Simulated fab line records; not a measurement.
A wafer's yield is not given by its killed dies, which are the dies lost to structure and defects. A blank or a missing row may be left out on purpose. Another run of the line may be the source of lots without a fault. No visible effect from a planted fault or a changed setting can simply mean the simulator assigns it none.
fab line records | flow sky130
record lots=9 | wafers=27 | last-day=50
route steps=708 shown RES_PROTECT@214 LDD_P@265 POLY_CUT@317 SD_P@330 PAD_OPEN@708
lots that met no fault: from a run of the same line without faults
start-h: hours from the record's opening day to when the first of the lot's shown wafers began | wait-h: hours from the lot's prior step to this one | " same as the row above | L1.1+2: one row covering several wafers at once | - either no value or no given start | * or withheld: withheld | < > ~ a bound
route shown NAME@n: a module of which the file shows steps, and the number in the route of the first | usual: the fault-free wafers' mean and standard deviation | same: alike in all rows | chamber/n: place in a boat | sites: the reading at each site | _std_site: their standard deviation | _edge_site: outer sites' mean less inner sites' | radius-mm: how far each site lies from the wafer's centre | mask NAME#n: copy n | behind: the last tool/chamber to shape the wafer | hold: the reason the lot was held/the length of the hold in hours/how it ended | device: which transistor (n, p or np) failed to switch | end of line: the route-end tests of the same wafers | where a step has no rows: the recipe by itself | killed: dies lost to structure and defects at the first sort, not the wafer's yield | map: the dies of a wafer, with x for killed, . for not killed, _ for no die there
set.NAME: the setting as run; set.NAME@STEP: as run at that earlier step | model.NAME: the simulator's own value behind a step, which no gauge read
the route's steps for a sample of lots (tables are steps, rows are wafers)
services: from which hour (start-h, from the record's first day; less than 0 if before it) a tool's chamber was out of use, for how many hours, and why
## steps
# step SKY_RES_PROTECT_STRIP_07
# recipe chemistry=O2/N2 | power-w=1400 | pressure-mtorr=1500 | platen-temp-c=withheld | o2-flow-sccm=3000 | n2-flow-sccm=300 | overash-fraction=0.5
# usual drypump-motor-current-A=5.4/0.36 | oes-product-au=0.517/0.0049 | strip-time-to-endpoint-s=23.30/0.046
lot.wafer | tool            | chamber | start-h | wait-h | drypump-motor-current-A | oes-product-au | rf-hours-counter-h | strip-time-to-endpoint-s
L927.1    | plasma-asher-04 | 1       | 393.07  | 0.1    | 5.4                     | 0.524          | 25                 | 23.35
L927.2    | "               | 0       | "       | "      | 5.1                     | 0.518          | 25                 | 23.25
L927.5    | "               | 1       | "       | "      | 5.4                     | 0.522          | -                  | 23.31
L929.3    | plasma-asher-02 | 0       | 399.70  | 0.1    | 5.0                     | 0.515          | -                  | 23.36
L929.4    | "               | 1       | "       | "      | 5.7                     | 0.520          | -                  | 23.31
L929.6    | "               | 0       | "       | "      | 4.9                     | 0.518          | -                  | 23.31
L935.2    | plasma-asher-03 | 1       | 455.12  | 0.1    | 5.3                     | 0.512          | 76                 | 23.27
L935.4    | "               | 1       | "       | "      | 5.3                     | 0.514          | -                  | 23.26
L935.6    | "               | 1       | "       | "      | 5.3                     | 0.526          | -                  | 23.29
L937.2    | plasma-asher-02 | 1       | 480.42  | 0.1    | 5.7                     | 0.511          | 67                 | 23.29
L937.3    | "               | 1       | "       | "      | 5.7                     | 0.517          | -                  | 23.28
L937.6    | "               | 1       | "       | "      | 5.7                     | 0.518          | -                  | 23.31
L938.2    | plasma-asher-02 | 0       | 488.11  | 0.1    | 4.9                     | 0.522          | 69                 | 23.34
L938.3    | "               | 0       | "       | "      | 5.0                     | 0.519          | -                  | 23.40
L938.5    | "               | 1       | "       | "      | 5.7                     | 0.507          | -                  | 23.32
L939.1    | plasma-asher-03 | 1       | 498.73  | 0.1    | 5.3                     | 0.514          | 81                 | 23.34
L939.2    | "               | 0       | "       | "      | 6.1                     | 0.515          | 81                 | 23.34
L939.6    | "               | 1       | "       | "      | 5.3                     | 0.515          | -                  | 23.32
L941.1    | plasma-asher-03 | 0       | 511.37  | 0.1    | 6.1                     | 0.519          | 82                 | 23.21
L941.2    | "               | 1       | "       | "      | 5.3                     | 0.516          | 82                 | 23.22
L941.4    | "               | 0       | "       | "      | 6.1                     | 0.519          | -                  | 23.25
L942.1    | plasma-asher-04 | 1       | 528.01  | 0.1    | 5.4                     | 0.513          | 35                 | 23.30
L942.2    | "               | 0       | "       | "      | 5.1                     | 0.526          | 35                 | 23.33
L942.5    | "               | 1       | "       | "      | 5.4                     | 0.521          | -                  | 23.29
L944.2    | plasma-asher-02 | 1       | 535.01  | 0.1    | 5.6                     | 0.516          | 74                 | 23.35
L944.4    | "               | 1       | "       | "      | 5.6                     | 0.516          | -                  | 23.41
L944.5    | "               | 1       | "       | "      | 5.7                     | 0.519          | -                  | 23.36
# step SKY_LDD_P_STRIP_10
# recipe chemistry=O2/N2 | power-w=1400 | pressure-mtorr=1500 | platen-temp-c=withheld | o2-flow-sccm=3000 | n2-flow-sccm=300 | overash-fraction=0.5
# usual drypump-motor-current-A=5.3/0.38 | oes-product-au=0.715/0.0046 | strip-time-to-endpoint-s=14.18/0.035
lot.wafer | tool            | chamber | start-h | wait-h | drypump-motor-current-A | oes-product-au | rf-hours-counter-h | strip-time-to-endpoint-s
L927.1    | plasma-asher-02 | 0       | 494.43  | 0.1    | 4.9                     | 0.712          | 70                 | 14.15
L927.2    | "               | 1       | "       | "      | 5.7                     | 0.713          | 70                 | 14.13
L927.5    | "               | 1       | "       | "      | 5.7                     | 0.713          | -                  | 14.15
L929.3    | plasma-asher-03 | 0       | 507.80  | 0.1    | 6.1                     | 0.727          | -                  | 14.16
L929.4    | "               | 1       | "       | "      | 5.3                     | 0.721          | -                  | 14.14
L929.6    | "               | 1       | "       | "      | 5.3                     | 0.720          | -                  | 14.14
L935.2    | plasma-asher-03 | 0       | 551.43  | 0.1    | 6.1                     | 0.721          | 86                 | 14.16
L935.4    | "               | 0       | "       | "      | 6.1                     | 0.715          | -                  | 14.14
L935.6    | "               | 0       | "       | "      | 6.1                     | 0.711          | -                  | 14.23
L937.2    | plasma-asher-02 | 0       | 575.52  | 0.1    | 4.9                     | 0.716          | 78                 | 14.20
L937.3    | "               | 1       | "       | "      | 5.6                     | 0.715          | -                  | 14.15
L937.6    | "               | 0       | "       | "      | 4.9                     | 0.703          | -                  | 14.22
L938.2    | plasma-asher-01 | 0       | 583.62  | 0.1    | 5.1                     | 0.721          | 16                 | 14.13
L938.3    | "               | 0       | "       | "      | 5.1                     | 0.723          | -                  | 14.15
L938.5    | "               | 0       | "       | "      | 5.1                     | 0.717          | -                  | 14.15
L939.1    | plasma-asher-02 | 1       | 592.73  | 0.1    | 5.7                     | 0.714          | 80                 | 14.21
L939.2    | "               | 0       | "       | "      | 4.9                     | 0.713          | 80                 | 14.22
L939.6    | "               | 0       | "       | "      | 4.9                     | 0.720          | -                  | 14.18
L941.1    | plasma-asher-02 | 0       | 604.91  | 0.1    | 4.9                     | 0.714          | 81                 | 14.16
L941.2    | "               | 1       | "       | "      | 5.7                     | 0.718          | 81                 | 14.17
L941.4    | "               | 0       | "       | "      | 4.9                     | 0.717          | -                  | 14.17
L942.1    | plasma-asher-01 | 1       | 622.08  | 0.1    | 5.0                     | 0.721          | 20                 | 14.20
L942.2    | "               | 0       | "       | "      | 5.1                     | 0.713          | 20                 | 14.09
L942.5    | "               | 1       | "       | "      | 5.0                     | 0.713          | -                  | 14.16
L944.2    | plasma-asher-02 | 0       | 629.77  | 0.1    | 4.9                     | 0.708          | 83                 | 14.27
L944.4    | "               | 0       | "       | "      | 4.9                     | 0.710          | -                  | 14.19
L944.5    | "               | 0       | "       | "      | 4.9                     | 0.719          | -                  | 14.22
# step SKY_POLY_CUT_ETCH_10
# recipe chemistry=N2/H2 | target=BARC | ion-energy-ev=200 | source-w=500 | bias-w=100 | pressure-mtorr=30 | n2-flow-sccm=100 | h2-flow-sccm=200 | stop-on=SiO2 | time-s=45.9 | target-depth-a=600
# usual bias-w=99.9/0.3 | chamber-pressure-mTorr=29.998/0.028 | drypump-motor-current-A=5.9/0.57 | h2-flow-sccm=200.0/0.64 | oes-product-au=0.855/0.0048 | rf-fwd-power-W=495.1/2.3 | throttle-valve-pct=13.223/0.0084
lot.wafer | tool        | chamber | start-h | wait-h | bias-w | chamber-pressure-mTorr | drypump-motor-current-A | h2-flow-sccm | oes-product-au | rf-fwd-power-W | rf-hours-counter-h | throttle-valve-pct
L927.1    | rie-diel-02 | 0       | 617.54  | 0.0    | -      | -                      | -                       | -            | -              | -              | -                  | -
L927.2    | "           | 3       | "       | "      | -      | -                      | -                       | -            | -              | -              | -                  | -
L927.5    | "           | 1       | "       | "      | -      | -                      | -                       | -            | -              | -              | -                  | -
L929.3    | rie-diel-03 | 3       | 629.08  | 0.0    | -      | -                      | -                       | -            | -              | -              | -                  | -
L929.4    | "           | 2       | "       | "      | -      | -                      | -                       | -            | -              | -              | -                  | -
L929.6    | "           | 3       | "       | "      | -      | -                      | -                       | -            | -              | -              | -                  | -
L935.2    | rie-diel-03 | 2       | 669.53  | 0.0    | 100.0  | 29.978                 | 6.1                     | 199.9        | 0.858          | 500.3          | 4                  | 13.209
L935.4    | "           | 1       | "       | "      | 100.2  | 30.015                 | 5.0                     | 200.1        | 0.855          | 492.0          | 22                 | 13.225
L935.6    | "           | 3       | "       | "      | 99.5   | 29.992                 | 6.4                     | 200.2        | 0.855          | 494.1          | -                  | 13.216
L937.2    | rie-diel-03 | 1       | 694.91  | 0.0    | 100.0  | 30.005                 | 5.0                     | 200.7        | 0.858          | 493.1          | 23                 | 13.222
L937.3    | "           | 2       | "       | "      | 100.2  | 30.037                 | 6.1                     | 199.9        | 0.858          | 497.2          | 4                  | 13.214
L937.6    | "           | 0       | "       | "      | 100.4  | 29.972                 | 6.7                     | 199.5        | 0.853          | 498.3          | -                  | 13.229
L938.2    | rie-diel-03 | 2       | 706.27  | 0.0    | 99.7   | 29.977                 | 6.1                     | 199.8        | 0.853          | 496.8          | 5                  | 13.229
L938.3    | "           | 1       | "       | "      | 99.7   | 29.986                 | 4.9                     | 199.5        | 0.851          | 491.5          | 23                 | 13.216
L938.5    | "           | 0       | "       | "      | 99.8   | 30.017                 | 6.7                     | 200.1        | 0.860          | 496.1          | -                  | 13.222
L939.1    | rie-diel-03 | 2       | 710.78  | 0.0    | 99.9   | 30.013                 | 6.1                     | 200.0        | 0.854          | 498.6          | 5                  | 13.226
L939.2    | "           | 3       | "       | "      | 99.5   | 29.989                 | 6.5                     | 199.6        | 0.863          | 494.6          | 17                 | 13.205
L939.6    | "           | 1       | "       | "      | 100.1  | 29.998                 | 5.0                     | 200.3        | 0.851          | 494.2          | -                  | 13.228
L941.1    | rie-diel-01 | 0       | 717.86  | 0.0    | 99.7   | 29.980                 | 5.5                     | 200.8        | 0.855          | 499.6          | 19                 | 13.230
L941.2    | "           | 3       | "       | "      | 99.9   | 30.030                 | 5.6                     | 199.3        | 0.860          | 492.8          | 4                  | 13.230
L941.4    | "           | 1       | "       | "      | 99.9   | 30.007                 | 5.5                     | 201.5        | 0.865          | 492.5          | 8                  | 13.218
L942.1    | rie-diel-01 | 1       | 733.92  | 0.0    | 100.3  | 29.990                 | 5.5                     | 200.2        | 0.859          | 494.9          | 9                  | 13.228
L942.2    | "           | 3       | "       | "      | 99.7   | 29.975                 | 5.5                     | 200.0        | 0.856          | 493.3          | 5                  | 13.229
L942.5    | "           | 1       | "       | "      | 100.2  | 29.983                 | 5.5                     | 201.6        | 0.859          | 495.4          | -                  | 13.221
L944.2    | rie-diel-03 | 0       | 743.47  | 0.0    | 100.2  | 30.017                 | 6.7                     | 199.5        | 0.844          | 495.7          | 27                 | 13.223
L944.4    | "           | 1       | "       | "      | 99.7   | 30.002                 | 5.0                     | 199.6        | 0.848          | 492.6          | 24                 | 13.221
L944.5    | "           | 1       | "       | "      | 99.8   | 29.977                 | 5.0                     | 199.6        | 0.855          | 490.2          | -                  | 13.230
# step SKY_POLY_CUT_ETCH_11
# recipe target=Si3N4 | chemistry=CF4/CH2F2/Ar | stop-on=poly-Si | source-w=600 | bias-w=150 | pressure-mtorr=40 | cf4-flow-sccm=40 | ch2f2-flow-sccm=20 | Ar_flow_sccm=150 | time-s=42.5 | target-depth-a=600
# usual bias-w=150.0/0.49 | cf4-flow-sccm=39.99/0.12 | drypump-motor-current-A=5.9/0.58 | mfc-ar-sccm=150.0/0.42 | oes-product-au=0.829/0.0067 | rf-fwd-power-W=593.7/2.5 | throttle-valve-pct=14.994/0.0089
lot.wafer | tool        | chamber | start-h | wait-h | bias-w | cf4-flow-sccm | drypump-motor-current-A | mfc-ar-sccm | oes-product-au | rf-fwd-power-W | rf-hours-counter-h | throttle-valve-pct
L927.1    | rie-diel-02 | 0       | 617.58  | 0.0    | 150.1  | 39.89         | 5.2                     | 150.5       | 0.378          | 593.1          | 25                 | 14.952
L927.2    | "           | 3       | "       | "      | 150.2  | 39.99         | 6.0                     | 149.7       | 0.370          | 590.7          | 59                 | 14.958
L927.5    | "           | 1       | "       | "      | 150.5  | 39.78         | 5.8                     | 150.2       | 0.377          | 595.2          | -                  | 14.951
L929.3    | rie-diel-03 | 3       | 629.12  | 0.0    | 149.2  | 40.01         | 6.4                     | 150.1       | 0.376          | 592.4          | 15                 | 14.963
L929.4    | "           | 2       | "       | "      | 150.5  | 39.83         | 6.1                     | 150.0       | 0.377          | 591.9          | -                  | 14.954
L929.6    | "           | 3       | "       | "      | 149.0  | 39.88         | 6.4                     | 150.2       | 0.378          | 591.7          | -                  | 14.953
L935.2    | rie-diel-03 | 2       | 669.57  | 0.0    | 149.4  | 39.94         | 6.1                     | 150.2       | 0.827          | 596.4          | 4                  | 14.988
L935.4    | "           | 1       | "       | "      | 150.3  | 40.00         | 4.9                     | 150.0       | 0.831          | 589.7          | 22                 | 14.992
L935.6    | "           | 3       | "       | "      | 150.4  | 40.07         | 6.4                     | 149.7       | 0.829          | 591.3          | -                  | 15.004
L937.2    | rie-diel-03 | 1       | 694.96  | 0.0    | 149.2  | 40.14         | 5.0                     | 149.8       | 0.832          | 589.4          | 23                 | 14.996
L937.3    | "           | 2       | "       | "      | 150.8  | 40.18         | 6.2                     | 150.3       | 0.835          | 598.8          | 4                  | 14.980
L937.6    | "           | 0       | "       | "      | 150.1  | 40.11         | 6.7                     | 150.7       | 0.832          | 595.3          | -                  | 15.008
L938.2    | rie-diel-03 | 2       | 706.31  | 0.0    | 149.9  | 39.97         | 6.1                     | 149.2       | 0.823          | 595.3          | 5                  | 14.986
L938.3    | "           | 1       | "       | "      | 150.4  | 39.81         | 4.9                     | 150.0       | 0.829          | 595.3          | 24                 | 14.988
L938.5    | "           | 0       | "       | "      | 150.5  | 40.05         | 6.6                     | 149.9       | 0.834          | 595.3          | -                  | 15.013
L939.1    | rie-diel-03 | 2       | 710.82  | 0.0    | 149.9  | 39.92         | 6.1                     | 149.8       | 0.832          | 596.1          | 5                  | 14.993
L939.2    | "           | 3       | "       | "      | 149.8  | 40.13         | 6.4                     | 150.1       | 0.825          | 596.0          | 17                 | 14.986
L939.6    | "           | 1       | "       | "      | 149.7  | 39.92         | 4.9                     | 150.2       | 0.830          | 590.8          | -                  | 14.990
L941.1    | rie-diel-01 | 0       | 717.91  | 0.0    | 149.6  | 39.91         | 5.6                     | 150.0       | 0.823          | 594.9          | 19                 | 14.991
L941.2    | "           | 3       | "       | "      | 150.2  | 40.01         | 5.6                     | 150.8       | 0.836          | 591.7          | 4                  | 14.993
L941.4    | "           | 1       | "       | "      | 149.9  | 39.93         | 5.5                     | 150.4       | 0.823          | 592.0          | 8                  | 14.997
L942.1    | rie-diel-01 | 1       | 733.96  | 0.0    | 150.5  | 39.99         | 5.5                     | 150.2       | 0.841          | 593.2          | 9                  | 14.987
L942.2    | "           | 3       | "       | "      | 150.2  | 39.97         | 5.6                     | 149.5       | 0.846          | 590.8          | 5                  | 14.999
L942.5    | "           | 1       | "       | "      | 149.9  | 40.01         | 5.5                     | 149.9       | 0.836          | 592.7          | -                  | 15.004
L944.2    | rie-diel-03 | 0       | 743.51  | 0.0    | 150.3  | 40.11         | 6.7                     | 150.1       | 0.828          | 596.5          | 27                 | 14.998
L944.4    | "           | 1       | "       | "      | 150.9  | 39.93         | 5.0                     | 150.1       | 0.831          | 590.7          | 24                 | 14.990
L944.5    | "           | 1       | "       | "      | 151.0  | 40.10         | 4.9                     | 150.2       | 0.835          | 590.1          | -                  | 14.984
# step SKY_POLY_CUT_STRIP_12
# recipe chemistry=O2/N2 | power-w=1400 | pressure-mtorr=1500 | platen-temp-c=withheld | o2-flow-sccm=3000 | n2-flow-sccm=300 | overash-fraction=0.5
# usual drypump-motor-current-A=5.4/0.41 | oes-product-au=0.452/0.0047 | strip-time-to-endpoint-s=5.354/0.017
lot.wafer | tool            | chamber | start-h | wait-h | drypump-motor-current-A | oes-product-au | rf-hours-counter-h | strip-time-to-endpoint-s
L927.1    | plasma-asher-02 | 0       | 617.62  | 0.0    | 4.9                     | 0.466          | 82                 | 5.630
L927.2    | "               | 1       | "       | "      | 5.7                     | 0.462          | 82                 | 5.631
L927.5    | "               | 0       | "       | "      | 4.9                     | 0.464          | -                  | 5.650
L929.3    | plasma-asher-02 | 0       | 629.20  | 0.1    | 5.0                     | 0.459          | -                  | 5.625
L929.4    | "               | 1       | "       | "      | 5.7                     | 0.463          | -                  | 5.646
L929.6    | "               | 1       | "       | "      | 5.7                     | 0.466          | -                  | 5.649
L935.2    | plasma-asher-01 | 0       | 669.61  | 0.0    | 5.1                     | 0.452          | 25                 | 5.336
L935.4    | "               | 1       | "       | "      | 5.1                     | 0.457          | -                  | 5.343
L935.6    | "               | 1       | "       | "      | 5.1                     | 0.456          | -                  | 5.359
L937.2    | plasma-asher-03 | 1       | 695.00  | 0.0    | 5.3                     | 0.451          | 101                | 5.344
L937.3    | "               | 0       | "       | "      | 6.1                     | 0.457          | -                  | 5.347
L937.6    | "               | 0       | "       | "      | 6.1                     | 0.451          | -                  | 5.362
L938.2    | plasma-asher-02 | 1       | 706.35  | 0.0    | 5.7                     | 0.457          | 90                 | 5.356
L938.3    | "               | 1       | "       | "      | 5.7                     | 0.451          | -                  | 5.366
L938.5    | "               | 0       | "       | "      | 4.9                     | 0.456          | -                  | 5.364
L939.1    | plasma-asher-03 | 0       | 710.86  | 0.0    | 6.1                     | 0.451          | 102                | 5.336
L939.2    | "               | 1       | "       | "      | 5.3                     | 0.443          | 102                | 5.348
L939.6    | "               | 0       | "       | "      | 6.1                     | 0.452          | -                  | 5.360
L941.1    | plasma-asher-01 | 1       | 717.95  | 0.0    | 5.0                     | 0.455          | 30                 | 5.347
L941.2    | "               | 0       | "       | "      | 5.1                     | 0.447          | 30                 | 5.351
L941.4    | "               | 0       | "       | "      | 5.1                     | 0.455          | -                  | 5.336
L942.1    | plasma-asher-01 | 1       | 734.00  | 0.0    | 5.0                     | 0.448          | 31                 | 5.348
L942.2    | "               | 0       | "       | "      | 5.1                     | 0.443          | 31                 | 5.340
L942.5    | "               | 1       | "       | "      | 5.0                     | 0.448          | -                  | 5.325
L944.2    | plasma-asher-03 | 1       | 743.55  | 0.0    | 5.3                     | 0.456          | 0                  | 5.357
L944.4    | "               | 0       | "       | "      | 6.1                     | 0.456          | -                  | 5.384
L944.5    | "               | 0       | "       | "      | 6.1                     | 0.453          | -                  | 5.366
# step SKY_SD_P_STRIP_10
# recipe chemistry=O2/N2 | power-w=1400 | pressure-mtorr=1500 | platen-temp-c=withheld | o2-flow-sccm=3000 | n2-flow-sccm=300 | overash-fraction=0.5
# usual drypump-motor-current-A=5.4/0.36 | oes-product-au=0.617/0.0045 | strip-time-to-endpoint-s=17.50/0.041
lot.wafer | tool            | chamber | start-h | wait-h | drypump-motor-current-A | oes-product-au | rf-hours-counter-h | strip-time-to-endpoint-s
L935.2    | plasma-asher-03 | 0       | 697.25  | 0.1    | 6.1                     | 0.617          | 101                | 17.46
L935.4    | "               | 1       | "       | "      | 5.3                     | 0.615          | -                  | 17.50
L935.6    | "               | 0       | "       | "      | 6.1                     | 0.629          | -                  | 17.48
L937.2    | plasma-asher-02 | 0       | 722.83  | 0.1    | 4.9                     | 0.617          | 92                 | 17.51
L937.3    | "               | 0       | "       | "      | 4.9                     | 0.621          | -                  | 17.52
L937.6    | "               | 0       | "       | "      | 4.9                     | 0.617          | -                  | 17.53
L938.2    | plasma-asher-03 | 1       | 733.58  | 0.1    | 5.3                     | 0.624          | 103                | 17.54
L938.3    | "               | 1       | "       | "      | 5.3                     | 0.613          | -                  | 17.51
L938.5    | "               | 1       | "       | "      | 5.3                     | 0.617          | -                  | 17.50
L939.1    | plasma-asher-02 | 0       | 737.97  | 0.1    | 4.9                     | 0.616          | 94                 | 17.41
L939.2    | "               | 1       | "       | "      | 5.7                     | 0.616          | 94                 | 17.40
L939.6    | "               | 0       | "       | "      | 5.0                     | 0.618          | -                  | 17.47
L941.1    | plasma-asher-04 | 1       | 745.22  | 0.1    | 5.4                     | 0.614          | 57                 | 17.53
L941.2    | "               | 0       | "       | "      | 5.1                     | 0.606          | 57                 | 17.51
L941.4    | "               | 1       | "       | "      | 5.4                     | 0.625          | -                  | 17.55
L942.1    | plasma-asher-03 | 1       | 761.37  | 0.1    | 5.3                     | 0.613          | 2                  | 17.52
L942.2    | "               | 0       | "       | "      | 6.1                     | 0.619          | 2                  | 17.52
L942.5    | "               | 1       | "       | "      | 5.3                     | 0.619          | -                  | 17.52
L944.2    | plasma-asher-04 | 1       | 770.47  | 0.1    | 5.4                     | 0.617          | 59                 | 17.51
L944.4    | "               | 0       | "       | "      | 5.1                     | 0.616          | -                  | 17.51
L944.5    | "               | 0       | "       | "      | 5.1                     | 0.621          | -                  | 17.53
# step SKY_PAD_OPEN_PROBE_99
# usual killed_at_M0_to_M3=44/7.3 | killed_at_M4_up=3.0/1.9 | killed-at-contacts=24/5 | killed-at-front-end=16/4.5 | killed-at-other=0.3/0.46 | killed-dies=87/10 | killed-on-rim=17/3.5 | killed-open=47/8.3 | killed-short=39/6.4
# same gross-dies=492 | killed-at-back-side=0
lot.wafer | tool      | chamber | start-h | wait-h | killed_at_M0_to_M3 | killed_at_M4_up | killed-at-contacts | killed-at-front-end | killed-at-other | killed-dies | killed-on-rim | killed-open | killed-short
L927.1    | prober-02 | -       | 1115.58 | 0.1    | 49                 | 2               | 20                 | 421                 | 0               | 492         | 96            | 34          | 46
L927.2    | prober-02 | -       | 1115.63 | 0.1    | 44                 | 6               | 26                 | 416                 | 0               | 492         | 96            | 50          | 41
L927.5    | prober-02 | -       | 1115.78 | 0.2    | 28                 | 0               | 15                 | 448                 | 1               | 492         | 96            | 33          | 19
L929.3    | prober-01 | -       | 1122.85 | 0.2    | 46                 | 1               | 23                 | 422                 | 0               | 492         | 96            | 43          | 43
L929.4    | prober-01 | -       | 1122.90 | 0.2    | 48                 | 5               | 28                 | 411                 | 0               | 492         | 96            | 53          | 45
L929.6    | prober-01 | -       | 1123.00 | 0.2    | 52                 | 1               | 23                 | 416                 | 0               | 492         | 96            | 51          | 41
# killed by level:class
L927.1 POLY_CUT:area-etch=412 METAL1:geometric-particle:short=9 VIA2:geometric-particle:open=9 VIA1:geometric-particle:open=8 METAL2:geometric-particle:short=7 CONTACT:geometric-particle:open=6 LOCAL_INTERCONNECT:geometric-particle:short=5 METAL3:geometric-particle:short=4
L927.2 POLY_CUT:area-etch=401 LI_CONTACT:geometric-particle:open=9 METAL1:geometric-particle:short=9 CONTACT:geometric-particle:open=8 VIA3:geometric-particle:open=7 VIA2:geometric-particle:open=6 METAL2:geometric-particle:short=5 POLY_GATE:geometric-particle:open=5
L927.5 POLY_CUT:area-etch=440 VIA1:geometric-particle:open=9 CONTACT:geometric-particle:open=6 METAL1:geometric-particle:short=5 LI_CONTACT:geometric-particle:open=4 VIA2:geometric-particle:open=4 LOCAL_INTERCONNECT:geometric-particle:short=4 VIA3:geometric-particle:open=4
L929.3 POLY_CUT:area-etch=406 CONTACT:geometric-particle:open=11 VIA1:geometric-particle:open=9 METAL2:geometric-particle:short=8 METAL1:geometric-particle:short=8 CONTACT:geometric-particle:short=7 VIA2:geometric-particle:open=7 METAL3:geometric-particle:short=6
L929.4 POLY_CUT:area-etch=394 LI_CONTACT:geometric-particle:open=11 CONTACT:geometric-particle:open=9 VIA1:geometric-particle:open=9 VIA1:geometric-particle:short=8 VIA2:geometric-particle:open=7 METAL1:geometric-particle:short=7 METAL2:geometric-particle:short=7
L929.6 POLY_CUT:area-etch=400 VIA1:geometric-particle:open=16 METAL2:geometric-particle:short=10 CONTACT:geometric-particle:open=9 METAL1:geometric-particle:short=7 VIA3:geometric-particle:open=6 FIELD_ISO:geometric-particle:open=5 CONTACT:geometric-particle:short=5
## services
tool            | chamber | start-h | hours | kind
rie-diel-03     | -       | 370.30  | 1.0   | repair
plasma-asher-04 | -       | 382.59  | 1.0   | repair
rie-diel-01     | 1       | 389.16  | 2.7   | repair
plasma-asher-03 | -       | 413.24  | 0.7   | repair
plasma-asher-01 | -       | 421.25  | 9.0   | pm
plasma-asher-01 | -       | 436.25  | 4.5   | repair
rie-diel-03     | 2       | 450.81  | 3.1   | repair
plasma-asher-04 | -       | 459.67  | 14.6  | pm
plasma-asher-04 | -       | 474.27  | 28.1  | pm
plasma-asher-01 | -       | 481.38  | 2.2   | repair
rie-diel-03     | 0       | 486.61  | 7.2   | repair
rie-diel-03     | -       | 490.06  | 4.6   | repair
plasma-asher-02 | -       | 497.82  | 1.4   | repair
plasma-asher-04 | -       | 504.01  | 0.9   | repair
rie-diel-03     | -       | 583.65  | 1.5   | repair
rie-diel-03     | 2       | 585.45  | 5.3   | repair
rie-diel-03     | 1       | 609.32  | 21.4  | repair
plasma-asher-02 | -       | 661.57  | 6.3   | repair
rie-diel-03     | 3       | 687.53  | 19.6  | repair
plasma-asher-03 | -       | 712.16  | 11.0  | repair
plasma-asher-03 | -       | 721.15  | 3.4   | repair
rie-diel-03     | 3       | 722.46  | 1.3   | repair
plasma-asher-01 | -       | 726.36  | 4.0   | pm
plasma-asher-03 | -       | 733.75  | 9.0   | pm
## key
first-sign step=SKY_POLY_CUT_ETCH_10 | reading=tool-record | direction=missing
effect step=SKY_POLY_CUT_ETCH_11 | reading=oes-product-au | direction=down | sigmas=67 | usual=0.829 | struck=0.376
effect step=SKY_POLY_CUT_STRIP_12 | reading=strip-time-to-endpoint-s | direction=up | sigmas=17 | usual=* | struck=*
effect step=SKY_PAD_OPEN_PROBE_99 | reading=killed-at-front-end | direction=up | sigmas=90 | usual=16 | struck=422
more-kills-born-at SKY_POLY_CUT_ETCH_10@rie-diel-02=1253 | SKY_POLY_CUT_ETCH_10@rie-diel-03=1200
met-at SKY_POLY_CUT_ETCH_10
struck-lots L927,L929
later-rows-left-out L927.1,L927.2,L927.5,L929.3,L929.4,L929.6
tester-left-out L927,L929
not-acting-at SKY_RES_PROTECT_STRIP_07,SKY_LDD_P_STRIP_10,SKY_SD_P_STRIP_10
fault kind=skipped-step-whole | tool=rie-diel-02,rie-diel-03 | chamber=- | onset-h=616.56 | steps=SKY_POLY_CUT_ETCH_10 | scope=struck-lots-only
# tester-left-out: of these lots the tester's yield and bins aren't shown, on N5 and GAA mostly nor the transistor test; their killed dies are dies lost to structure and defects alone, not to doping, threshold or leakage, so they don't give the yield
# later-rows-left-out: the simulator's readings of these wafers behind a module that went badly wrong aren't trusted and aren't shown, but for the sort
